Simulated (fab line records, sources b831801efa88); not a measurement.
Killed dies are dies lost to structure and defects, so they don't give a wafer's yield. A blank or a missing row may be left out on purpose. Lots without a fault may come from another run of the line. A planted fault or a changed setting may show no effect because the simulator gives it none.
Problem report in the 8D (eight disciplines) form, filled by code | flow gf180mcu | the parts of the form that need people (team, actions taken, sign-off) are left out

1. THE PROBLEM
PASSIVATION_CVD_00_THK at GF_PASSIVATION_THK_MEAS_01 reads a mean of 1238 nm on 1 wafer of 1 lot; wafers without a fault read 1001 nm with a standard deviation of 15. That is +16 standard deviations from the usual mean.
First seen on wafer L959.6, day 31 14:41, on film_metro-02. The record holds 33 wafers of 11 lots with a number at this step. Rule for "out", or "out of limits": more than 4 standard deviations from the usual mean. The other wafers with a number count as sound.

2. WHAT IT IS AND WHAT IT IS NOT
question                    | is                     | is not
which readings at this step | PASSIVATION_CVD_00_THK | -
which lots                  | L959                   | L946, L947, L949, L950, L952, L954, L964, L965, L967, L968
which wafers of those lots  | L959.6                 | L959.3, L959.5
read on which gauges        | film_metro-02          | film_metro-01, film_metro-03
when                        | from day 31 14:41      | up to then (20 sound wafers); but 12 sound wafers of L964, L965, L967, L968 came after

3. SUSPECTS, AND WHAT RULES EACH OUT
Counting: a tool at a process step up to the reading stays a suspect if it ran every lot that is out. Sound lots after the first of them don't rule it out here, since some wafers of a struck lot are sound.
- the gauge at GF_PASSIVATION_THK_MEAS_01: ruled out. All the wafers that are out were read on film_metro-02, but those of them that GF_PASSIVATION_CVD_00 has rows for are out there too, on other tools.
- pvd_sputter-04 at GF_TOP_METAL_SPUTTER_01 (material TiN, target thk 30 nm, time 25 s): kept. It ran the lot that is out, L959 (day 30 20:29).
- pecvd-04 at GF_PASSIVATION_CVD_00 (deposits SiO2 from TEOS, target thk 1000 nm, time 111.95 s): kept. It ran the lot that is out, L959 (day 31 14:35); its last sound lot up to then is L954 (day 30 13:22). Its own readings are out on those wafers: run_length_s.
Left after counting: pvd_sputter-04 at GF_TOP_METAL_SPUTTER_01, pecvd-04 at GF_PASSIVATION_CVD_00.

4. THE CAUSE (what the simulator had put in)
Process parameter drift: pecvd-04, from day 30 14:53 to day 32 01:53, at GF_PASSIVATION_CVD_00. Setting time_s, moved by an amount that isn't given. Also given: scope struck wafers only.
Counting left 2 suspects, and this tool is among them.

5. THE CHAIN OF EFFECTS, in route order
Each row: a reading whose mean over the struck wafers that have a number lies more than 3 standard deviations from the usual. Only readings for which the record gives a usual standard deviation are gone through. hours: the time from each lot's start at the first step in this table that gives one to its start at this step, as a median over the lots. sigmas: the change in usual standard deviations.
hours | step                       | reading                | usual      | on struck wafers | change | sigmas
0     | GF_PASSIVATION_CVD_00      | run_length_s           | 140.0 s    | 163.9            | +23.9  | +35
0     | GF_PASSIVATION_THK_MEAS_01 | PASSIVATION_CVD_00_THK | 1001 nm    | 1238             | +237   | +16
17    | GF_PASSIVATION_ETCH_11     | oes_product_au         | 0.990 a.u. | 0.969            | -0.021 | -3.6
19    | GF_PASSIVATION_PROBE_99    | killed_at_other        | 0.1        | 3.0              | +2.9   | +12
The process steps in it:
- GF_PASSIVATION_CVD_00: deposits SiO2 from TEOS, target thk 1000 nm, time 111.95 s.
- GF_PASSIVATION_ETCH_11: etches the open film in CF4/O2, stops on TiN, target depth 2040 nm, time 453.3 s.
- GF_PASSIVATION_PROBE_99

6. WHAT WOULD HAVE CAUGHT IT SOONER
In this record the first reading out of limits at a measuring or inspecting step was taken at day 31 14:41, 24 hours after the fault began at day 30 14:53.
The tool's own readings at GF_PASSIVATION_CVD_00 were out on every struck wafer that the step has a row for (run_length_s): an alarm limit on them would have fired on the first of those.
All the lots that are out (1) had begun GF_PASSIVATION_CVD_00 on pecvd-04 by day 31 14:41. A hold on the tool at that time would have spared none of them.
